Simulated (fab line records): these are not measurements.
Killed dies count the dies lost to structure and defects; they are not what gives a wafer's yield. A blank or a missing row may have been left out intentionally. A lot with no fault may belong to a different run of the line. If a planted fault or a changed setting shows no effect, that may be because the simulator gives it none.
fab line records + flow sky130
record
- lots=14
- wafers=42
- last_day=49
route steps=708 shown METAL4@632 PAD_OPEN@708
lots with no fault: from the same line, run without faults
start_h: the number of hours between the record's first day and the start of the first shown wafer of the lot + wait_h: time in hours since the lot's previous step + " repeats the value in the row above + L1.1+2: several wafers, shown together as one row + - either no value or no given start + * or withheld: withheld + < > ~ a bound
route shown NAME@n: names a module that has steps shown in the file, with the first one's number in the route + usual: mean/standard deviation taken from wafers without a fault + same: alike in all rows + chamber/n: place in a boat + sites: the reading at each site + _std_site: standard deviation across them + _edge_site: the outer-site mean with the inner-site mean subtracted + radius_mm: for every site, how far away it sits from the centre of the wafer + mask NAME#n: copy n + behind: tool/chamber where the wafer was last shaped + hold: what put the lot on hold/how long, in hours/how the hold closed + device: which transistor (n, p or np) failed to switch + end of line: at the end of the route, the tests of the same wafers + where a step has no rows: the recipe by itself + killed: the dies lost at the first sort to structure and to defects; this is not the yield of the wafer + map: the dies of a wafer, with x for killed, . for not killed, _ for no die there
set.NAME: the run value of the setting; set.NAME@STEP: its run value at that earlier step + model.NAME: the simulator's own value behind a step, which no gauge read
route steps across a sampled set of lots; one table per step, one row per wafer
services: from which hour (start_h, from the record's first day; less than 0 if before it) a tool's chamber was out of use, for how many hours, and why
## steps
# step SKY_METAL4_ETCH_16
# recipe
- chemistry=N2/H2
- target=BARC
- ion_energy_ev=200
- bias_w=100
- pressure_mtorr=30
- n2_flow_sccm=100
- h2_flow_sccm=200
- icp_w=500
- stop_on=SiO2
- time_s=88.2
- target_depth_a=600
# usual
- bias_w=100.01/0.28
- chamber_pressure_mTorr=29.999/0.026
- drypump_motor_current_A=6.0/0.5
- oes_product_au=0.626/0.0048
- rf_fwd_power_W=497.2/1.7
- throttle_valve_pct=13.204/0.0086
| lot.wafer | tool         | chamber | start_h | wait_h | bias_w | chamber_pressure_mTorr | drypump_motor_current_A | oes_product_au | rf_fwd_power_W | rf_hours_counter_h | throttle_valve_pct |
|-----------|--------------|---------|---------|--------|--------|------------------------|-------------------------|----------------|----------------|--------------------|--------------------|
| L324.2    | rie_metal-02 | 0       | 971.93  | 0.0    | 99.98  | 29.995                 | 6.6                     | 0.624          | 499.2          | 5                  | 13.216             |
| L324.4    | "            | 1       | "       | "      | 99.56  | 29.955                 | 5.5                     | 0.624          | 497.8          | -                  | 13.204             |
| L324.5    | "            | 0       | "       | "      | 100.28 | 30.003                 | 6.6                     | 0.621          | 500.3          | -                  | 13.190             |
| L325.1    | rie_metal-02 | 1       | 983.08  | 0.0    | 100.07 | 30.023                 | 5.5                     | 0.624          | 499.7          | 21                 | 13.195             |
| L325.3    | "            | 1       | "       | "      | 99.70  | 29.976                 | 5.5                     | 0.629          | 499.5          | -                  | 13.213             |
| L325.6    | "            | 1       | "       | "      | 100.25 | 30.041                 | 5.5                     | 0.639          | 497.5          | -                  | 13.201             |
| L326.1    | rie_metal-02 | 1       | 987.78  | 0.0    | 99.92  | 29.999                 | 5.5                     | 0.628          | 498.5          | 21                 | 13.208             |
| L326.3    | "            | 1       | "       | "      | 99.61  | 29.985                 | 5.5                     | 0.628          | 497.8          | -                  | 13.194             |
| L326.6    | "            | 1       | "       | "      | 99.60  | 30.029                 | 5.5                     | 0.625          | 496.7          | -                  | 13.198             |
| L327.1    | rie_metal-04 | 1       | 988.43  | 0.0    | 99.88  | 29.974                 | 6.0                     | 0.623          | 495.7          | 13                 | 13.210             |
| L327.5    | "            | 1       | "       | "      | 99.89  | 30.001                 | 6.0                     | 0.619          | 497.2          | -                  | 13.203             |
| L327.6    | "            | 0       | "       | "      | 100.08 | 30.009                 | 6.0                     | 0.626          | 495.2          | -                  | 13.212             |
| L328.4    | rie_metal-04 | 0       | 1002.96 | 0.0    | 100.07 | 30.006                 | 6.0                     | 0.620          | 494.1          | -                  | 13.214             |
| L328.5    | "            | 1       | "       | "      | 99.84  | 30.013                 | 6.0                     | 0.631          | 495.7          | -                  | 13.202             |
| L328.6    | "            | 0       | "       | "      | 99.91  | 30.000                 | 6.0                     | 0.624          | 494.4          | -                  | 13.208             |
| L330.1    | rie_metal-01 | 0       | 1026.63 | 0.0    | 100.41 | 29.971                 | 6.4                     | 0.623          | 498.2          | 16                 | 13.227             |
| L330.4    | "            | 0       | "       | "      | 100.08 | 30.013                 | 6.4                     | 0.620          | 496.9          | -                  | 13.203             |
| L330.5    | "            | 0       | "       | "      | 99.96  | 30.003                 | 6.4                     | 0.625          | 496.9          | -                  | 13.207             |
| L331.1    | rie_metal-01 | 1       | 1031.45 | 0.0    | 100.41 | 30.017                 | 5.2                     | 0.622          | 499.6          | 9                  | 13.197             |
| L331.2    | "            | 0       | "       | "      | 99.77  | 29.987                 | 6.4                     | 0.622          | 499.1          | 16                 | 13.219             |
| L331.3    | "            | 1       | "       | "      | 99.77  | 30.032                 | 5.2                     | 0.630          | 498.4          | -                  | 13.196             |
| L329.1    | rie_metal-01 | 0       | 1032.88 | 0.0    | 99.82  | 29.940                 | 6.4                     | 0.626          | 497.4          | 16                 | 13.206             |
| L329.3    | "            | 1       | "       | "      | 107.10 | 30.027                 | 5.2                     | 0.629          | 497.3          | -                  | 13.198             |
| L329.5    | "            | 0       | "       | "      | 99.63  | 30.002                 | 6.4                     | 0.620          | 497.4          | -                  | 13.218             |
| L334.1    | rie_metal-04 | 1       | 1045.93 | 0.0    | 100.07 | 29.974                 | 6.0                     | 0.624          | 497.1          | 18                 | 13.199             |
| L334.2    | "            | 0       | "       | "      | 100.19 | 30.031                 | 6.0                     | 0.625          | 495.5          | 1                  | 13.216             |
| L334.5    | "            | 0       | "       | "      | 99.71  | 29.991                 | 6.0                     | 0.626          | 493.5          | -                  | 13.209             |
| L335.1    | rie_metal-04 | 1       | 1048.33 | 0.0    | 99.67  | 29.979                 | 6.0                     | 0.620          | 495.8          | 18                 | 13.202             |
| L335.2    | "            | 0       | "       | "      | 100.13 | 29.975                 | 6.0                     | 0.628          | 493.6          | 2                  | 13.199             |
| L335.3    | "            | 0       | "       | "      | 99.89  | 30.032                 | 6.0                     | 0.632          | 494.7          | -                  | 13.215             |
| L336.3    | rie_metal-01 | 1       | 1055.46 | 0.0    | 107.44 | 29.995                 | 5.2                     | 0.632          | 496.6          | -                  | 13.208             |
| L336.5    | "            | 1       | "       | "      | 107.47 | 29.983                 | 5.2                     | 0.629          | 498.2          | -                  | 13.222             |
| L336.6    | "            | 0       | "       | "      | 100.02 | 30.010                 | 6.4                     | 0.630          | 498.1          | -                  | 13.215             |
| L340.2    | rie_metal-04 | 0       | 1085.18 | 0.0    | 99.99  | 29.968                 | 6.0                     | 0.629          | 493.5          | 4                  | 13.224             |
| L340.4    | "            | 1       | "       | "      | 100.22 | 30.018                 | 6.0                     | 0.628          | 494.7          | -                  | 13.202             |
| L340.6    | "            | 1       | "       | "      | 99.61  | 30.025                 | 6.0                     | 0.622          | 493.3          | -                  | 13.214             |
| L342.1    | rie_metal-02 | 0       | 1088.08 | 0.0    | 99.74  | 30.017                 | 6.6                     | 0.626          | 499.1          | 13                 | 13.206             |
| L342.4    | "            | 1       | "       | "      | 100.44 | 30.017                 | 5.5                     | 0.630          | 501.4          | -                  | 13.202             |
| L342.5    | "            | 1       | "       | "      | 100.64 | 29.997                 | 5.5                     | 0.621          | 499.5          | -                  | 13.203             |
| L343.2    | rie_metal-04 | 0       | 1100.53 | 0.0    | 100.47 | 29.969                 | 6.0                     | 0.625          | 496.4          | 5                  | 13.205             |
| L343.3    | "            | 0       | "       | "      | 100.52 | 30.057                 | 6.0                     | 0.621          | 496.7          | -                  | 13.209             |
| L343.5    | "            | 1       | "       | "      | 99.59  | 29.993                 | 6.0                     | 0.623          | 497.5          | -                  | 13.198             |
# step SKY_PAD_OPEN_PROBE_99
# usual
- defect_limited_yield=82.5/1.9
- killed_at_M0_to_M3=44/6.4
- killed_at_M4_up=3.4/2.1
- killed_at_contacts=23/5
- killed_at_front_end=15/4.5
- killed_at_other=0.3/0.54
- killed_dies=86/9.5
- killed_open=48/6.9
- killed_short=38/5.9
- sort_bin_3_pad_short=0.8/0.44
- sort_bin_5_function=10.5/1.6
- sort_bin_6_memory=6.1/1.1
- sort_n_pass=406/9.5
- sort_yield_pct=82.5/1.9
# same
- gross_dies=492
- killed_at_back_side=0
- sort_bin_4_leakage[%]=0
- sort_bin_8_speed[%]=0
| lot.wafer | tool      | chamber | start_h | wait_h | defect_limited_yield[%] | killed_at_M0_to_M3 | killed_at_M4_up | killed_at_contacts | killed_at_front_end | killed_at_other | killed_dies | killed_open | killed_short | sort_bin_3_pad_short[%] | sort_bin_5_function[%] | sort_bin_6_memory[%] | sort_n_pass | sort_yield_pct[%] |
|-----------|-----------|---------|---------|--------|-------------------------|--------------------|-----------------|--------------------|---------------------|-----------------|-------------|-------------|--------------|-------------------------|------------------------|----------------------|-------------|-------------------|
| L329.1    | prober-02 | -       | 1121.48 | 0.1    | 82.9                    | 38                 | 1               | 25                 | 20                  | 0               | 84          | 48          | 35           | 0.8                     | 10.2                   | 6.1                  | 408         | 82.9              |
| L329.3    | prober-02 | -       | 1121.58 | 0.2    | 83.9                    | 38                 | 5               | 17                 | 19                  | 0               | 79          | 39          | 39           | 0                       | 11.0                   | 5.1                  | 413         | 83.9              |
| L329.5    | prober-02 | -       | 1121.68 | 0.2    | 81.9                    | 51                 | 5               | 24                 | 9                   | 0               | 89          | 45          | 43           | 0.6                     | 10.6                   | 6.9                  | 403         | 81.9              |
| L342.1    | prober-01 | -       | 1169.70 | 0.1    | 81.1                    | 46                 | 1               | 29                 | 17                  | 0               | 93          | 55          | 38           | 1.0                     | 12.0                   | 5.9                  | 399         | 81.1              |
| L342.4    | prober-01 | -       | 1169.85 | 0.2    | 80.3                    | 53                 | 6               | 23                 | 14                  | 1               | 97          | 54          | 42           | 0.6                     | 13.6                   | 5.5                  | 395         | 80.3              |
| L342.5    | prober-01 | -       | 1169.90 | 0.2    | 84.8                    | 34                 | 6               | 19                 | 16                  | 0               | 75          | 41          | 33           | 0.4                     | 7.9                    | 6.9                  | 417         | 84.8              |
# killed by level:class
L329.1 VIA2:geometric_particle:open=10 CONTACT:geometric_particle:open=8 VIA3:geometric_particle:short=6 POLY_GATE:geometric_particle:open=5 LI_CONTACT:geometric_particle:open=5 CONTACT:geometric_particle:short=5 VIA1:geometric_particle:open=5 VIA3:geometric_particle:open=5
L329.3 VIA1:geometric_particle:open=7 FIELD_ISO:geometric_particle:short=6 VIA1:geometric_particle:short=6 CONTACT:geometric_particle:open=6 LI_CONTACT:geometric_particle:open=5 VIA2:geometric_particle:short=5 VIA2:geometric_particle:open=5 FIELD_ISO:geometric_particle:open=4
L329.5 VIA1:geometric_particle:open=11 VIA2:geometric_particle:open=7 VIA3:geometric_particle:open=6 LOCAL_INTERCONNECT:geometric_particle:short=6 CONTACT:geometric_particle:short=6 CONTACT:geometric_particle:open=6 METAL1:geometric_particle:short=6 METAL3:geometric_particle:short=5
L342.1 CONTACT:geometric_particle:open=14 VIA2:geometric_particle:open=10 VIA3:geometric_particle:open=7 VIA1:geometric_particle:open=7 CONTACT:geometric_particle:short=6 METAL1:geometric_particle:short=6 VIA2:geometric_particle:short=5 POLY_GATE:geometric_particle:open=4
L342.4 VIA1:geometric_particle:open=17 LI_CONTACT:geometric_particle:open=8 CONTACT:geometric_particle:open=8 VIA2:geometric_particle:open=6 METAL2:geometric_particle:short=6 FIELD_ISO:geometric_particle:short=5 VIA1:geometric_particle:short=5 METAL1:geometric_particle:short=5
L342.5 CONTACT:geometric_particle:open=7 METAL1:geometric_particle:short=7 METAL2:geometric_particle:short=7 FIELD_ISO:geometric_particle:open=6 LI_CONTACT:geometric_particle:open=6 VIA1:geometric_particle:open=5 METAL4:geometric_particle:short=5 VIA3:geometric_particle:open=4
## services
| tool         | chamber | start_h | hours | kind           |
|--------------|---------|---------|-------|----------------|
| rie_metal-04 | 0       | 1014.67 | -     | clean          |
| rie_metal-04 | 0       | 1014.67 | 14.9  | scheduled_down |
| rie_metal-04 | 0       | 1014.67 | 14.9  | vent_cycle     |
| rie_metal-02 | 1       | 1014.87 | -     | clean          |
| rie_metal-02 | 1       | 1014.87 | 15.3  | scheduled_down |
| rie_metal-02 | 1       | 1014.87 | 15.3  | vent_cycle     |
| rie_metal-02 | -       | 1068.06 | 1.4   | pm             |
| rie_metal-04 | -       | 1092.43 | 0.4   | repair         |
## key
first_sign
- step=SKY_METAL4_ETCH_16
- reading=bias_w
- direction=up
- sigmas=26
- usual=100.01
- struck=107.34
effect none on later readings
met_at SKY_METAL4_ETCH_16
struck_lots L329,L336
struck_wafers L329.3,L336.3,L336.5
onset_between 1031.45 1032.88
fault
- kind=process_parameter_drift
- tool=rie_metal-01
- chamber=1
- onset_h=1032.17
- steps=SKY_METAL4_ETCH_16
- channel=bias_w
- offset=7.3108
- shape=step
- end_h=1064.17
- acts_in=these_recipes_only
- stated=100
